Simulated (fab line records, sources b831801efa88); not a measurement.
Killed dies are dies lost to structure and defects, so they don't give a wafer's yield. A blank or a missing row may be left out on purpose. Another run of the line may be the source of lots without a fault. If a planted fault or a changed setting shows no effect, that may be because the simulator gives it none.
Chamber matching | flow gf180mcu | 3 sister chambers for GF_CONTACT_CVD_02 on pecvd-01
The step deposits SiO2 from TEOS, target thk 860 nm, time 95.992 s. 14 wafers are shown with their chamber, then 7 later ones without.

## EACH WAFER AND ITS CHAMBER
wafer  | chamber | heaterPowerW (W)
L774.2 | 0       | 727
L774.5 | 2       | 566
L774.6 | 1       | 789
L775.1 | 0       | 703
L775.3 | 2       | 701
L775.6 | 2       | 557
L785.1 | 0       | 735
L785.2 | 2       | 645
L785.6 | 1       | 813
L786.2 | 0       | 596
L786.4 | 0       | 685
L786.6 | 2       | 684
L789.2 | 1       | 738
L789.3 | 0       | 615

SIGNATURES (averages over the wafers above)
reading      | chamber 0 | chamber 1 | chamber 2 | scatter within a chamber
heaterPowerW | 676.83    | 780.00    | 630.60    | 58.4
Rule: for a wafer and a chamber, the distance is found by dividing, reading by reading, the gap between the wafer's reading and the chamber's mean by the reading's scatter, squaring, summing and taking the root. The wafer belongs to the nearest chamber; if the next one is less than 2 further off, it can't be placed. How the scatter is found: for the shown wafers, subtract from each reading the mean of its chamber, square and add these, divide the total by (wafers less chambers), then take the root.

## WAFERS WITHOUT THEIR CHAMBER
wafer  | heaterPowerW (W)
L789.5 | 673
L791.2 | 619
L791.3 | 668
L791.4 | 692
L794.1 | 735
L794.2 | 786
L794.6 | 559

## EACH ONE'S CHAMBER
wafer  | from the rows above          | in truth
L789.5 | can't be placed: 0 or 2 or 1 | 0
L791.2 | can't be placed: 2 or 0      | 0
L791.3 | can't be placed: 0 or 2 or 1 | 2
L791.4 | can't be placed: 0 or 2 or 1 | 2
L794.1 | can't be placed: 1 or 0 or 2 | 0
L794.2 | can't be placed: 1 or 0      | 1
L794.6 | can't be placed: 2 or 0      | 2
Correctly placed: 0 of 7. Unplaceable from these rows: 7, with the true chamber sitting among the candidates in 7. Placed wrongly: 0.
